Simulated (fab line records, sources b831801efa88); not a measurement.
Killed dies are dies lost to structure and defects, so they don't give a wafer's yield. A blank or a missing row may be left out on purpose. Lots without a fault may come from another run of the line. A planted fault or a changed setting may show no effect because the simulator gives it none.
Which tool did it? | flow sky130 | 10 lots, 30 wafers sampled, at 5 steps of a route of 708

WHAT THE GAUGES READ, wafer by wafer
SKY_VIA3_THK_MEAS_01. Usual: VIA3_HDPCVD_THK 1635 nm, standard deviation 16.
lot  | measured     | on            | VIA3_HDPCVD_THK (nm) | flag
L917 | day 38 16:10 | film_metro-04 | 1656 1649 1637       |
L919 | day 39 00:01 | film_metro-04 | 1655 1633 1648       |
L921 | day 40 00:19 | film_metro-03 | 1627 1629 1634       |
L932 | day 43 14:49 | film_metro-04 | 1657 1646 1640       |
L928 | day 43 19:11 | film_metro-03 | 1627 1598 1616       |
L929 | day 43 23:50 | film_metro-03 | 1644 1648 1657       |
L934 | day 44 07:50 | film_metro-03 | 1642 1641 1655       |
L935 | day 44 08:58 | film_metro-03 | 1634 1618 1649       |
L936 | day 44 14:38 | film_metro-03 | 1608 1624 1634       |
L939 | day 45 05:17 | film_metro-03 | 1629 1635 1659       |

SKY_METAL4_OVL_MEAS_14. Usual: METAL4_OVL -2 nm, standard deviation 5.4.
lot  | measured     | on         | METAL4_OVL (nm) | flag
L917 | day 41 21:17 | overlay-02 | 1 -10 -4        |
L919 | day 42 04:07 | overlay-01 | -6 7 -2         |
L921 | day 43 02:16 | overlay-02 | -4 -8 -5        |
L932 | day 46 09:28 | overlay-02 | 0 -7 1          |
L928 | day 46 12:55 | overlay-02 | -11 -2 -10      |
L929 | day 46 18:10 | overlay-01 | -3 -2 6         |
L934 | day 47 00:49 | overlay-01 | 3 -8 8          |
L935 | day 47 01:49 | overlay-02 | 3 1 4           |
L936 | day 47 06:46 | overlay-02 | -7 -14 -15      |
L939 | day 47 22:11 | overlay-02 | -1 -2 0         |

SKY_VIA4_RS_MEAS_19: measures by four-point-probe. Usual: VIA4_W_RS 0.224 ohm/sq, standard deviation 0.0036.
lot  | measured     | on            | VIA4_W_RS (ohm/sq)                  | flag
L917 | day 42 22:48 | film_metro-04 | 0.225 0.228 0.227                   |
L919 | day 43 05:29 | film_metro-04 | 0.232 0.231 0.230                   |
L921 | day 44 03:31 | film_metro-02 | 0.223 0.222 0.231                   |
L932 | day 47 07:19 | film_metro-02 | 0.339 0.341 0.346 0.338 0.342 0.345 | OFF
L928 | day 47 10:57 | film_metro-04 | 0.341 0.338 0.341 0.340 0.339 0.341 | OFF
L929 | day 47 16:39 | film_metro-04 | 0.224 0.217 0.219                   |
L934 | day 47 23:27 | film_metro-04 | 0.222 0.227 0.222                   |
L935 | day 47 23:37 | film_metro-03 | 0.227 0.219 0.227                   |
L936 | day 48 03:56 | film_metro-03 | 0.218 0.216 0.216                   |
L939 | day 48 18:56 | film_metro-03 | 0.219 0.229 0.221                   |

SKY_VIA4_THK_MEAS_20: measures by xrf. Usual: VIA4_W_THK 517 nm, standard deviation 9.1.
lot  | measured     | on            | VIA4_W_THK (nm)         | flag
L917 | day 42 22:54 | film_metro-04 | 515 509 507             |
L919 | day 43 05:36 | film_metro-04 | 498 500 502             |
L921 | day 44 03:37 | film_metro-02 | 524 527 504             |
L932 | day 47 09:39 | film_metro-02 | 341 339 334 341 338 335 | OFF
L928 | day 47 14:13 | film_metro-04 | 342 343 341 341 342 339 | OFF
L929 | day 47 16:46 | film_metro-04 | 515 531 532             |
L934 | day 47 23:34 | film_metro-04 | 522 512 525             |
L935 | day 47 23:44 | film_metro-03 | 514 534 516             |
L936 | day 48 04:02 | film_metro-03 | 539 536 542             |
L939 | day 48 19:01 | film_metro-03 | 530 506 527             |

WHICH TOOL RAN EACH LOT (tool, then ch and the chambers of the sampled wafers, then the start)
lot  | SKY_VIA4_CVD_18
L917 | cvd_w-01 ch 0,1, day 42 22:40
L919 | cvd_w-01 ch 0,1, day 43 05:20
L921 | cvd_w-02 ch 0,1, day 44 03:20
L932 | cvd_w-01 ch 0,1, day 47 07:10
L928 | cvd_w-01 ch 0,1, day 47 10:48
L929 | cvd_w-02 ch 0,1, day 47 16:30
L934 | cvd_w-02 ch 0,1, day 47 23:18
L935 | cvd_w-02 ch 0,1, day 47 23:28
L936 | cvd_w-02 ch 1, day 48 03:46
L939 | cvd_w-02 ch 0,1, day 48 18:46
- SKY_VIA4_CVD_18: deposits W, target thk 505 nm, time 152.14 s.

WHAT THE TOOLS THEMSELVES READ (means of the sampled wafers that have a number; where no wafer has one, the mark that the record gives instead)
SKY_VIA4_CVD_18. Usual: heater_power_w 897 W, standard deviation 93; susceptor_temp_C 399.97 C, standard deviation 0.2.
lot  | tool     | heater_power_w (W) | susceptor_temp_C (C) | flag
L917 | cvd_w-01 | 838                | 399.93               |
L919 | cvd_w-01 | 801                | 400.09               |
L921 | cvd_w-02 | 943                | 400.04               |
L932 | cvd_w-01 | 697                | 377.59               | OFF
L928 | cvd_w-01 | 711                | 377.67               | OFF
L929 | cvd_w-02 | 950                | 400.35               |
L934 | cvd_w-02 | 965                | 400.06               |
L935 | cvd_w-02 | 980                | 399.87               |
L936 | cvd_w-02 | 908                | 400.07               |
L939 | cvd_w-02 | 921                | 399.91               |

THE ANSWER, worked out from the rows above alone
Rule: a lot is off if the mean of its wafers that have a number lies more than 3 standard deviations from the usual mean. A lot without any number at a reading at which 4 lots or more have one is off too. The other lots that the step has rows for count as sound. The gauges are gone through in route order, then the tools' own readings, and for those a lot's mean is taken as printed above. The first step at which some lot is off is used, and at that step the reading that is off furthest; a lot without a number counts as furthest.
Off: L932, L928, at SKY_VIA4_RS_MEAS_19 (VIA4_W_RS).
A tool fits if, at a process step before that reading, it ran every lot that is off, and no sound lot after the first of them. The gauges at SKY_VIA4_RS_MEAS_19 aren't tried: what is off there is off at SKY_VIA4_CVD_18 too, on other tools, and a gauge's error can't cause that. One fits: cvd_w-01 at SKY_VIA4_CVD_18. Its last sound lot is L919 (day 43 05:20), its first lot that is off L932 (day 47 07:10): a fault that began between those two fits.
The tool's own readings at SKY_VIA4_CVD_18 bear it out: on the lots that are off they differ by more than 5 times the standard deviation of the sound lots' means. susceptor_temp_C reads 377.63 C there against 400.04 C on the sound lots.

WHAT THE SIMULATOR HAD PUT IN
Process parameter drift: cvd_w-01, from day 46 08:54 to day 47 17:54, at SKY_VIA4_CVD_18. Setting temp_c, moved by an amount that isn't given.
Lots struck among those shown: L932, L928. The rule above found the same.
